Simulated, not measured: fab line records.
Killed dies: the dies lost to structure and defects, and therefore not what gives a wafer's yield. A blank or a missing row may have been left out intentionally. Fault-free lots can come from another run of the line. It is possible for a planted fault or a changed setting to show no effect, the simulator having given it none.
Matching of chambers | flow gf180mcu | GF_CONTACT_CMP_27 on cmp-02: 4 sister chambers
The step polishes, stops on SiO2, t overpolish 15 s, target thk 0 nm. 4 wafers are shown with their chamber, then 7 later ones without.

## WAFERS, EACH WITH ITS CHAMBER
wafer  | chamber | motorCurrentA (A)
L568.2 | 1       | 10.2
L568.3 | 2       | 10.7
L569.1 | 0       | 11.4
L569.3 | 3       | 10.0

## WAFERS WHOSE CHAMBER IS MISSING
wafer  | motorCurrentA (A)
L569.6 | 9.5
L570.2 | 10.7
L570.3 | 9.8
L570.4 | 9.5
L571.1 | 10.5
L571.2 | 11.4
L571.5 | 11.8

## THE CHAMBER EACH PASSED THROUGH
wafer  | from the rows above          | in truth
L569.6 | can't be placed: 3 or 1      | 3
L570.2 | can't be placed: 2 or 1      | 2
L570.3 | can't be placed: 3 or 1      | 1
L570.4 | can't be placed: 3 or 1      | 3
L571.1 | can't be placed: 2 or 1 or 3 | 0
L571.2 | 0                            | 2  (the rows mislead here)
L571.5 | 0                            | 0
Placed correctly: 1 of 7. Unplaceable from these rows: 5, with the true chamber sitting among the candidates in 4. Number placed wrongly: 1.
How it was worked out, from the rows above alone: a wafer's distance from a chamber is the root of the sum, over the readings, of the square of ((its reading less the chamber's mean) divided by the reading's scatter). If the next closest chamber is less than 2 further off than the closest, the wafer can't be placed; otherwise it belongs to the closest. A chamber's mean is the mean of its shown wafers. The scatter: with one shown wafer a chamber, the root of the mean of the squares of how far each hidden wafer lies from its nearest shown one.
